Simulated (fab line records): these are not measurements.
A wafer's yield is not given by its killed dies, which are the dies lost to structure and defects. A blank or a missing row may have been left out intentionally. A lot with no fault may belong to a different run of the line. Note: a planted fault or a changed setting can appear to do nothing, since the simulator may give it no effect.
Which tool did it? || flow gf180mcu || 36 wafers from 12 lots sampled at 3 of the route's 602 steps

## WHAT EACH GAUGE READ, for each wafer
GF_MIM_THK_MEAS_11: measures by xrf.
{"lot": "L660", "measured": "day 25 01:42", "on": "filmMetro-04", "MIM_ALCU_THK (nm)": "205 196 195"}
{"lot": "L661", "measured": "day 25 13:50", "on": "filmMetro-02", "MIM_ALCU_THK (nm)": "194 196 192"}
{"lot": "L662", "measured": "day 25 17:44", "on": "filmMetro-02", "MIM_ALCU_THK (nm)": "196 191 197"}
{"lot": "L664", "measured": "day 26 02:17", "on": "filmMetro-02", "MIM_ALCU_THK (nm)": "206 197 198"}
{"lot": "L665", "measured": "day 26 16:14", "on": "filmMetro-02", "MIM_ALCU_THK (nm)": "198 195 199"}
{"lot": "L667", "measured": "day 27 08:03", "on": "filmMetro-04", "MIM_ALCU_THK (nm)": "196 196 197"}
{"lot": "L669", "measured": "day 27 19:43", "on": "filmMetro-02", "MIM_ALCU_THK (nm)": "195 191 194"}
{"lot": "L671", "measured": "day 28 13:38", "on": "filmMetro-01", "MIM_ALCU_THK (nm)": "201 198 198"}
{"lot": "L672", "measured": "day 28 17:25", "on": "filmMetro-04", "MIM_ALCU_THK (nm)": "198 196 197"}
{"lot": "L673", "measured": "day 29 01:54", "on": "filmMetro-01", "MIM_ALCU_THK (nm)": "197 201 197"}
{"lot": "L674", "measured": "day 29 07:55", "on": "filmMetro-04", "MIM_ALCU_THK (nm)": "197 198 197"}
{"lot": "L676", "measured": "day 29 21:01", "on": "filmMetro-02", "MIM_ALCU_THK (nm)": "195 198 198"}

## WHICH TOOL RAN EACH LOT (tool, then ch and the chambers of the sampled wafers, then the start)
{"lot": "L660", "GF_V4_STRIP_18": "plasmaAsher-02 ch 0,1, day 24 23:56", "GF_V4_SPUTTER_22": "pvdSputter-02, day 25 00:32"}
{"lot": "L661", "GF_V4_STRIP_18": "plasmaAsher-01 ch 0,1, day 25 12:05", "GF_V4_SPUTTER_22": "pvdSputter-04, day 25 12:41"}
{"lot": "L662", "GF_V4_STRIP_18": "plasmaAsher-04 ch 0, day 25 15:56", "GF_V4_SPUTTER_22": "pvdSputter-03, day 25 16:34"}
{"lot": "L664", "GF_V4_STRIP_18": "plasmaAsher-04 ch 0,1, day 26 00:31", "GF_V4_SPUTTER_22": "pvdSputter-03, day 26 01:05"}
{"lot": "L665", "GF_V4_STRIP_18": "plasmaAsher-02 ch 0,1, day 26 14:26", "GF_V4_SPUTTER_22": "pvdSputter-04, day 26 15:04"}
{"lot": "L667", "GF_V4_STRIP_18": "plasmaAsher-02 ch 0,1, day 27 06:14", "GF_V4_SPUTTER_22": "pvdSputter-04, day 27 06:52"}
{"lot": "L669", "GF_V4_STRIP_18": "plasmaAsher-01 ch 0,1, day 27 17:53", "GF_V4_SPUTTER_22": "pvdSputter-04, day 27 18:34"}
{"lot": "L671", "GF_V4_STRIP_18": "plasmaAsher-01 ch 0,1, day 28 11:53", "GF_V4_SPUTTER_22": "pvdSputter-02, day 28 12:29"}
{"lot": "L672", "GF_V4_STRIP_18": "plasmaAsher-04 ch 0, day 28 15:38", "GF_V4_SPUTTER_22": "pvdSputter-03, day 28 16:14"}
{"lot": "L673", "GF_V4_STRIP_18": "plasmaAsher-02 ch 1, day 29 00:08", "GF_V4_SPUTTER_22": "pvdSputter-02, day 29 00:44"}
{"lot": "L674", "GF_V4_STRIP_18": "plasmaAsher-02 ch 0,1, day 29 06:10", "GF_V4_SPUTTER_22": "pvdSputter-03, day 29 06:44"}
{"lot": "L676", "GF_V4_STRIP_18": "plasmaAsher-02 ch 0, day 29 19:15", "GF_V4_SPUTTER_22": "pvdSputter-04, day 29 19:51"}
- GF_V4_STRIP_18: strips in O2/N2.
- GF_V4_SPUTTER_22: material TiN, target thk 10 nm, time 40 s.

## AS READ BY THE TOOLS THEMSELVES (means over the sampled wafers that have a number; for cases with no such wafer, the mark the record gives instead)
GF_V4_STRIP_18.
{"lot": "L660", "tool": "plasmaAsher-02", "drypumpMotorCurrentA (A)": 5.7, "heaterPowerW (W)": 356, "oesProductAu (a.u.)": 0.592}
{"lot": "L661", "tool": "plasmaAsher-01", "drypumpMotorCurrentA (A)": 5.4, "heaterPowerW (W)": 327, "oesProductAu (a.u.)": 0.595}
{"lot": "L662", "tool": "plasmaAsher-04", "drypumpMotorCurrentA (A)": 6.0, "heaterPowerW (W)": 330, "oesProductAu (a.u.)": 0.596}
{"lot": "L664", "tool": "plasmaAsher-04", "drypumpMotorCurrentA (A)": 6.2, "heaterPowerW (W)": 332, "oesProductAu (a.u.)": 0.598}
{"lot": "L665", "tool": "plasmaAsher-02", "drypumpMotorCurrentA (A)": 5.7, "heaterPowerW (W)": 354, "oesProductAu (a.u.)": 0.594}
{"lot": "L667", "tool": "plasmaAsher-02", "drypumpMotorCurrentA (A)": 6.1, "heaterPowerW (W)": 353, "oesProductAu (a.u.)": 0.591}
{"lot": "L669", "tool": "plasmaAsher-01", "drypumpMotorCurrentA (A)": 5.5, "heaterPowerW (W)": 328, "oesProductAu (a.u.)": 0.593}
{"lot": "L671", "tool": "plasmaAsher-01", "drypumpMotorCurrentA (A)": 5.5, "heaterPowerW (W)": 331, "oesProductAu (a.u.)": 0.594}
{"lot": "L672", "tool": "plasmaAsher-04", "drypumpMotorCurrentA (A)": 6.0, "heaterPowerW (W)": 324, "oesProductAu (a.u.)": 0.592}
{"lot": "L673", "tool": "plasmaAsher-02", "drypumpMotorCurrentA (A)": 6.4, "heaterPowerW (W)": 347, "oesProductAu (a.u.)": 0.597}
{"lot": "L674", "tool": "plasmaAsher-02", "drypumpMotorCurrentA (A)": 6.1, "heaterPowerW (W)": 352, "oesProductAu (a.u.)": 0.594}
{"lot": "L676", "tool": "plasmaAsher-02", "drypumpMotorCurrentA (A)": 5.4, "heaterPowerW (W)": 350, "oesProductAu (a.u.)": 0.596}

GF_V4_SPUTTER_22.
{"lot": "L660", "tool": "pvdSputter-02", "throttleValvePct (%)": 29.1}
{"lot": "L661", "tool": "pvdSputter-04", "throttleValvePct (%)": 30.2}
{"lot": "L662", "tool": "pvdSputter-03", "throttleValvePct (%)": 30.6}
{"lot": "L664", "tool": "pvdSputter-03", "throttleValvePct (%)": 30.4}
{"lot": "L665", "tool": "pvdSputter-04", "throttleValvePct (%)": 29.8}
{"lot": "L667", "tool": "pvdSputter-04", "throttleValvePct (%)": 30.3}
{"lot": "L669", "tool": "pvdSputter-04", "throttleValvePct (%)": 29.8}
{"lot": "L671", "tool": "pvdSputter-02", "throttleValvePct (%)": 29.1}
{"lot": "L672", "tool": "pvdSputter-03", "throttleValvePct (%)": 31.1}
{"lot": "L673", "tool": "pvdSputter-02", "throttleValvePct (%)": 29.8}
{"lot": "L674", "tool": "pvdSputter-03", "throttleValvePct (%)": 31.3}
{"lot": "L676", "tool": "pvdSputter-04", "throttleValvePct (%)": 29.9}

## THE ANSWER, worked out from the rows above alone
Rule: usual is defined by the lots themselves. Put in order of their means at a reading, lots are off if they are a third of the lots or fewer, leave a main group of 4 or more, and stand apart from it by a gap of 3 or more times the standard deviation of the main group's means; of several such gaps the widest counts. A main group whose means are all the same, to the digits that the tables above print for the reading, isn't used. Also off: a lot with no number at a reading for which 4 or more lots have one. The other lots that the step has rows for count as sound. After the gauges, taken in route order, come the tools' own readings; for these a lot's mean is taken, as printed above. The first step at which some lot is off is used, and at that step the reading that is off furthest; a lot without a number counts as furthest.
None of the lots is off at any reading shown; this tells nothing.

## WHAT THE SIMULATOR PUT IN
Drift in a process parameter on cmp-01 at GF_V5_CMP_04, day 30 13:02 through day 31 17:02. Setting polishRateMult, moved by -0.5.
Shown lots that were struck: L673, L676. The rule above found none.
